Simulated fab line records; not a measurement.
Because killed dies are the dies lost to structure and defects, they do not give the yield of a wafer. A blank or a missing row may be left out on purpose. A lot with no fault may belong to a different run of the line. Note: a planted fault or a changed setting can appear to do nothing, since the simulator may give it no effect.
Chamber matching ; flow sky130 ; pecvd-02 running SKY_CAP2M_CVD_00: 3 sister chambers
The step deposits SiO2, target thk 15.5 nm. 3 wafers are shown with their chamber, then 11 later ones without.

== EACH WAFER AND ITS CHAMBER ==
wafer;chamber;heater_power_w (W)
L087.2;1;600
L087.4;2;839
L091.2;0;782

== WAFERS WITHOUT THEIR CHAMBER ==
wafer;heater_power_w (W)
L091.4;786
L091.6;687
L092.1;826
L092.4;636
L092.6;876
L093.1;890
L093.2;820
L093.3;726
L093.4;799
L093.5;714
L093.6;919

== WHICH CHAMBER EACH ONE RAN IN ==
wafer;from the rows above;in truth
L091.4;can't be placed: 0 or 2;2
L091.6;can't be placed: 1 or 0 or 2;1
L092.1;can't be placed: 2 or 0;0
L092.4;1;1
L092.6;can't be placed: 2 or 0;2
L093.1;can't be placed: 2 or 0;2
L093.2;can't be placed: 2 or 0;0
L093.3;can't be placed: 0 or 2 or 1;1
L093.4;can't be placed: 0 or 2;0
L093.5;can't be placed: 0 or 1 or 2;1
L093.6;can't be placed: 2 or 0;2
Correct placement for 1 of the 11. Can't be placed from these rows: 10 (the true chamber is among the candidates in 10). Number placed wrongly: 0.
How it was worked out, from the rows above alone: a wafer's distance from a chamber is the root of the sum, over the readings, of the square of ((its reading less the chamber's mean) divided by the reading's scatter). If the next closest chamber is less than 2 further off than the closest, the wafer can't be placed; otherwise it belongs to the closest. The mean given for a chamber averages the wafers shown for that chamber. The scatter (one wafer shown for each chamber): square how far every hidden wafer sits from the nearest shown wafer, average those squares and take the square root.
